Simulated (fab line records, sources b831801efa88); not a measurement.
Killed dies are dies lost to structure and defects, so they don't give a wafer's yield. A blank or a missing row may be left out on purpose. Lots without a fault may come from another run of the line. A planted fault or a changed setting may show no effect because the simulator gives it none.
fab line records | flow sky130
record lots=7 wafers=21 last_day=50
route steps=708 shown VIA1@467
lots that met no fault: from a run of the same line without faults
start_h: hours from the record's first day to the start of the lot's first wafer shown | wait_h: hours since the lot's step before | " the same as in the row above | L1.1+2: a row that stands for several wafers | - no value, or no start given | * or withheld: withheld | < > ~ a bound
route shown NAME@n: a module of which the file shows steps, and the number in the route of the first | usual: mean/standard deviation of fault-free wafers | same: alike in all rows | chamber/n: place in a boat | sites: the reading at each site | _std_site: their standard deviation | _edge_site: outer sites' mean less inner sites' | radius_mm: how far each site lies from the wafer's centre | mask NAME#n: copy n | behind: the tool/chamber that last shaped the wafer | hold: why the lot was held/for how many hours/how that ended | device: the transistor (n, p or np) that didn't switch | end of line: the same wafers' tests at the end of the route | a step without rows: its recipe alone | killed: dies lost to structure and defects at the first sort, not the wafer's yield | map: a wafer's dies, x killed, . not, _ none there
set.NAME: the setting as run; set.NAME@STEP: as run at that earlier step | model.NAME: the simulator's own value behind a step, which no gauge read
lots at some steps of the route; a table a step, a row a wafer
services: from which hour (start_h, from the record's first day; less than 0 if before it) a tool's chamber was out of use, for how many hours, and why
## steps
# step SKY_VIA1_EXPOSE_09
# recipe mask_id=VIM na=0.8 source_shape=annular sigma_inner=0.55 sigma_outer=0.85 target_cd_nm=150 dose_mj=38
# step SKY_VIA1_PEB_10
# recipe peb_temp_c=withheld peb_time_s=withheld resist=KrF-thick
# step SKY_VIA1_DEVELOP_11
# recipe develop_time_s=60 resist=KrF-thick dev_temp_c=21
# step SKY_VIA1_CD_MEAS_12
# recipe target_cd_nm=150
# usual cd_nm=150.3/1.9
# columns lot.wafer tool chamber start_h wait_h cd_nm
L909.1 cd_sem-01 - 785.00 - 149.6
L909.5 " - " " 147.1
L909.6 " - " " 148.0
L915.3 cd_sem-02 - 846.06 - 147.8
L915.5 " - " " 147.8
L915.6 " - " " 149.8
L921.2 cd_sem-01 - 895.41 - 150.2
L921.3 " - " " 150.2
L921.5 " - " " 151.5
L923.3 cd_sem-02 - 902.41 - 150.6
L923.5 " - " " 149.6
L923.6 " - " " 150.0
L924.3 cd_sem-01 - 906.28 - 150.5
L924.4 " - " " 151.2
L924.5 " - " " 152.9
L927.2 cd_sem-01 - 924.49 - 153.4
L927.3 " - " " 154.3
L927.6 " - " " 152.2
L931.1 cd_sem-01 - 944.19 - 150.9
L931.3 " - " " 150.9
L931.6 " - " " 152.6
# step SKY_VIA1_OVL_MEAS_13
# usual VIA1_OVL=4/4.8
# columns lot.wafer tool chamber start_h wait_h VIA1_OVL[nm]
L909.1 overlay-02 - 785.12 0.1 -1
L909.5 " - " " 2
L909.6 " - " " 3
L915.3 overlay-01 - 846.15 0.1 0
L915.5 " - " " 1
L915.6 " - " " 5
L921.2 overlay-01 - 895.52 0.1 -1
L921.3 " - " " 3
L921.5 " - " " 5
L923.3 overlay-01 - 902.50 0.1 2
L923.5 " - " " 2
L923.6 " - " " 0
L924.3 overlay-01 - 906.37 0.1 -1
L924.4 " - " " 8
L924.5 " - " " 5
L927.2 overlay-01 - 924.59 0.1 6
L927.3 " - " " 13
L927.6 " - " " 8
L931.1 overlay-02 - 944.31 0.1 1
L931.3 " - " " -4
L931.6 " - " " 5
# step SKY_VIA1_ETCH_14
# recipe chemistry=N2/H2 target=BARC ion_energy_ev=200 source_w=500 bias_w=100 pressure_mtorr=30 n2_flow_sccm=100 h2_flow_sccm=200 stop_on=SiO2 time_s=45.9 target_depth_a=600
# usual drypump_motor_current_A=5.70/0.21 oes_product_au=0.854/0.0049 throttle_valve_pct=13.225/0.0096
# columns lot.wafer tool chamber start_h wait_h drypump_motor_current_A oes_product_au rf_hours_counter_h throttle_valve_pct
L909.1 rie_diel-02 2 785.16 0.0 5.98 0.849 7 13.225
L909.5 " 0 " " 5.56 0.852 - 13.215
L909.6 " 3 " " 6.14 0.853 - 13.226
L915.3 rie_diel-04 3 846.17 0.0 5.63 0.855 29 13.225
L915.5 " 0 " " 5.77 0.856 - 13.220
L915.6 " 1 " " 5.70 0.865 - 13.217
L921.2 rie_diel-02 1 895.55 0.0 5.36 0.857 8 13.231
L921.3 " 0 " " 5.54 0.856 14 13.226
L921.5 " 0 " " 5.51 0.847 - 13.238
L923.3 rie_diel-04 2 902.52 0.0 5.47 0.851 15 13.228
L923.5 " 1 " " 5.68 0.856 - 13.231
L923.6 " 0 " " 5.77 0.858 - 13.241
L924.3 rie_diel-04 2 906.40 0.0 5.44 0.857 15 13.231
L924.4 " 0 " " 5.78 0.851 - 13.222
L924.5 " 1 " " 5.69 0.855 - 13.231
L927.2 rie_diel-04 3 924.62 0.0 5.62 0.856 0 13.201
L927.3 " 2 " " 5.46 0.852 16 13.211
L927.6 " 2 " " 5.47 0.857 - 13.227
L931.1 rie_diel-01 3 944.35 0.0 5.83 0.858 0 13.223
L931.3 " 1 " " 5.74 0.863 18 13.255
L931.6 " 0 " " 5.57 0.851 - 13.228
# step SKY_VIA1_ETCH_15
# recipe target=SiO2 chemistry=C4F8/O2/Ar target_depth_nm=351 stop_on=TiN mask_material=KrF-thick source_w=1500 bias_w=1200 pressure_mtorr=40 c4f8_flow_sccm=withheld O2_flow_sccm=6 Ar_flow_sccm=300 time_s=54
# usual oes_product_au=0.982/0.0071
# columns lot.wafer tool chamber start_h wait_h oes_product_au rf_hours_counter_h
L909.1 rie_diel-02 2 785.20 0.0 0.987 7
L909.5 " 0 " " 0.973 -
L909.6 " 3 " " 0.979 -
L915.3 rie_diel-04 3 846.21 0.0 0.984 29
L915.5 " 0 " " 0.993 -
L915.6 " 1 " " 0.986 -
L921.2 rie_diel-02 1 895.59 0.0 0.978 8
L921.3 " 0 " " 0.977 14
L921.5 " 0 " " 0.974 -
L923.3 rie_diel-04 2 902.56 0.0 0.994 15
L923.5 " 1 " " 0.983 -
L923.6 " 0 " " 0.980 -
L924.3 rie_diel-04 2 906.44 0.0 0.992 15
L924.4 " 0 " " 0.981 -
L924.5 " 1 " " 0.986 -
L927.2 rie_diel-04 3 924.67 0.0 0.965 0
L927.3 " 2 " " 0.976 16
L927.6 " 2 " " 0.981 -
L931.1 rie_diel-01 3 944.39 0.0 0.976 0
L931.3 " 1 " " 0.969 18
L931.6 " 0 " " 0.977 -
# step SKY_VIA1_STRIP_16
# recipe chemistry=O2/N2 power_w=1400 pressure_mtorr=1500 platen_temp_c=withheld o2_flow_sccm=3000 n2_flow_sccm=300 overash_fraction=0.5
# usual drypump_motor_current_A=5.7/0.34 oes_product_au=0.415/0.0052 strip_time_to_endpoint_s=4.44/0.032
# columns lot.wafer tool chamber start_h wait_h drypump_motor_current_A oes_product_au rf_hours_counter_h strip_time_to_endpoint_s
L909.1 plasma_asher-03 1 785.25 0.0 5.1 0.417 32 4.45
L909.5 " 0 " " 5.7 0.424 - 4.47
L909.6 " 1 " " 5.2 0.412 - 4.45
L915.3 plasma_asher-01 1 846.29 0.1 5.4 0.421 - 4.40
L915.5 " 1 " " 5.4 0.413 - 4.39
L915.6 " 0 " " 6.0 0.422 - 4.39
L921.2 plasma_asher-01 0 895.63 0.0 6.0 0.421 77 4.43
L921.3 " 1 " " 5.4 0.419 - 4.47
L921.5 " 1 " " 5.4 0.422 - 4.48
L923.3 plasma_asher-03 0 902.64 0.1 5.6 0.406 - 4.39
L923.5 " 0 " " 5.6 0.413 - 4.40
L923.6 " 1 " " 5.2 0.424 - 4.42
L924.3 plasma_asher-03 0 906.52 0.1 5.6 0.417 - 4.41
L924.4 " 1 " " 5.2 0.407 - 4.43
L924.5 " 0 " " 5.6 0.413 - 4.40
L927.2 plasma_asher-03 1 924.71 0.0 5.1 0.423 47 4.47
L927.3 " 0 " " 5.7 0.414 - 4.43
L927.6 " 0 " " 5.6 0.407 - 4.42
L931.1 plasma_asher-01 0 944.43 0.0 6.0 0.406 82 4.46
L931.3 " 1 " " 5.4 0.421 - 4.50
L931.6 " 1 " " 5.4 0.415 - 4.46
# step SKY_VIA1_STRIP_17
# recipe chemistry=post_etch_residue_remover time_s=1200 temp_c=72.5
# step SKY_VIA1_CLEAN_18
# recipe chemistry=IPA time_s=180 temp_c=25
# step SKY_VIA1_CLEAN_19
# recipe chemistry=O3/DIW dry=n2_spin
# step SKY_VIA1_SPUTTER_20
# recipe material=TiN target_thk_nm=20 chamber_pressure_pa=5 power_w=4000 time_s=80
# usual throttle_valve_pct=30.9/0.58
# columns lot.wafer tool chamber start_h wait_h throttle_valve_pct
L909.1 pvd_sputter-02 - 785.84 0.0 30.9
L909.5 " - " " 30.9
L909.6 " - " " 30.5
L915.3 pvd_sputter-01 - 846.85 0.0 31.3
L915.5 " - " " 31.3
L915.6 " - " " 29.8
L921.2 pvd_sputter-02 - 896.23 0.0 31.0
L921.3 " - " " 30.8
L921.5 " - " " 30.7
L923.3 pvd_sputter-01 - 903.20 0.0 29.6
L923.5 " - " " 30.0
L923.6 " - " " 30.5
L924.3 pvd_sputter-04 - 907.09 0.0 31.7
L924.4 " - " " 31.0
L924.5 " - " " 31.7
L927.2 pvd_sputter-01 - 925.31 0.0 29.9
L927.3 " - " " 30.2
L927.6 " - " " 30.4
L931.1 pvd_sputter-01 - 945.05 0.0 29.7
L931.3 " - " " 30.5
L931.6 " - " " 29.8
# step SKY_VIA1_CVD_21
# recipe material=W target_thk_nm=270 time_s=80.902 temp_c=400 pressure_torr=40
# usual chamber_pressure_Torr=40.00/0.087 heater_power_w=849/65
# columns lot.wafer tool chamber start_h wait_h chamber_pressure_Torr heater_power_w model.W_of_VIA1_CVD_21.thk_nm
L909.1 cvd_w-02 1 785.90 0.0 40.17 957 267.4
L909.5 " 0 " " 40.02 778 266.4
L909.6 " 1 " " 40.11 955 264.3
L915.3 cvd_w-01 0 846.94 0.1 40.01 857 276.9
L915.5 " 0 " " 39.99 826 277
L915.6 " 1 " " 40.03 817 268.4
L921.2 cvd_w-01 1 896.29 0.0 35.97 836 261.4
L921.3 " 0 " " 36.04 838 265.1
L921.5 " 0 " " 35.88 844 264.1
L923.3 cvd_w-01 1 903.30 0.1 36.05 865 253.1
L923.5 " 0 " " 36.11 851 260.2
L923.6 " 1 " " 36.16 831 254
L924.3 cvd_w-01 0 907.18 0.1 36.05 860 263.7
L924.4 " 1 " " 35.93 828 257.3
L924.5 " 1 " " 35.97 823 257.5
L927.2 cvd_w-02 0 925.38 0.0 39.96 749 264.3
L927.3 " 0 " " 39.91 730 265.7
L927.6 " 1 " " 39.75 920 266.7
L931.1 cvd_w-02 0 945.12 0.0 39.92 745 269.7
L931.3 " 0 " " 39.98 765 270.9
L931.6 " 1 " " 39.97 871 266.3
# step SKY_VIA1_RS_MEAS_22
# recipe thk_meas_gauge=four-point-probe reads=W_of_VIA1_CVD_21+TiN_of_VIA1_SPUTTER_20
# usual VIA1_W_RS=0.427/0.0079
# columns lot.wafer tool chamber start_h wait_h VIA1_W_RS[ohm/sq]
L909.1 film_metro-03 - 785.99 0.1 0.431
L909.5 " - " " 0.433
L909.6 " - " " 0.436
L915.3 film_metro-02 - 847.05 0.1 0.414
L915.5 " - " " 0.414
L915.6 " - " " 0.428
L921.2 film_metro-02 - 896.40 0.1 0.440
L921.3 " - " " 0.434
L921.5 " - " " 0.435
L923.3 film_metro-02 - 903.40 0.1 0.454
L923.5 " - " " 0.441
L923.6 " - " " 0.452
L924.3 film_metro-03 - 907.28 0.1 0.438
L924.4 " - " " 0.448
L924.5 " - " " 0.448
L927.2 film_metro-04 - 925.49 0.1 0.437
L927.3 " - " " 0.433
L927.6 " - " " 0.432
L931.1 film_metro-04 - 945.21 0.1 0.428
L931.3 " - " " 0.425
L931.6 " - " " 0.433
## services
# columns tool chamber start_h hours kind
rie_diel-04 3 775.70 3.2 repair
rie_diel-02 - 788.51 1.0 repair
rie_diel-01 3 793.16 11.3 repair
cvd_w-02 - 794.27 1.0 repair
cvd_w-02 - 829.14 3.8 pm
pvd_sputter-01 3 832.59 - consumable_replace:kit
rie_diel-04 2 842.70 3.6 repair
rie_diel-04 2 849.95 2.7 repair
rie_diel-02 2 852.15 9.6 repair
rie_diel-04 3 873.99 9.7 repair
rie_diel-04 3 883.66 - clean
rie_diel-04 3 883.66 26.7 scheduled_down
rie_diel-04 3 883.66 26.7 vent_cycle
cvd_w-02 - 884.72 1.4 repair
pvd_sputter-01 - 888.99 3.3 repair
pvd_sputter-01 - 899.16 1.0 repair
plasma_asher-01 - 901.07 0.8 repair
pvd_sputter-02 - 903.46 4.9 repair
cvd_w-02 - 904.00 14.0 pm
rie_diel-02 3 908.26 4.2 repair
plasma_asher-01 - 912.26 4.3 pm
pvd_sputter-02 - 912.67 2.7 repair
rie_diel-01 - 918.22 15.6 pm
cvd_w-01 - 930.97 2.8 pm
## key
first_sign step=SKY_VIA1_CVD_21 reading=chamber_pressure_Torr direction=down sigmas=46 usual=40.00 struck=36.02
effect step=SKY_VIA1_RS_MEAS_22 reading=VIA1_W_RS direction=up sigmas=2.1 usual=0.427 struck=0.443
model_effect step=SKY_VIA1_CVD_21 value=W_of_VIA1_CVD_21.thk_nm without=273.6 struck=259.6
met_at SKY_VIA1_CVD_21
struck_wafers L921.2,L921.3,L921.5,L923.3,L923.5,L923.6,L924.3,L924.4,L924.5
sort_left_out L924.3,L924.4,L924.5
baseline_loss step=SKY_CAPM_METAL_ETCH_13 wafers=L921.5
onset_between 846.94 896.29
fault kind=process_parameter_drift tool=cvd_w-01 chamber=- onset_h=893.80 steps=SKY_VIA1_CVD_21 channel=pressure_torr offset=-4.0023 shape=step end_h=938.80 acts_in=these_recipes_only stated=40
# sort_left_out: the simulated sort isn't trusted on such a fault, so these wafers' sort isn't shown, and their yield isn't known
# baseline_loss: these wafers lose ten dies or more at that step, a loss of the line's own and not of a fault; the sort's usual values leave them out
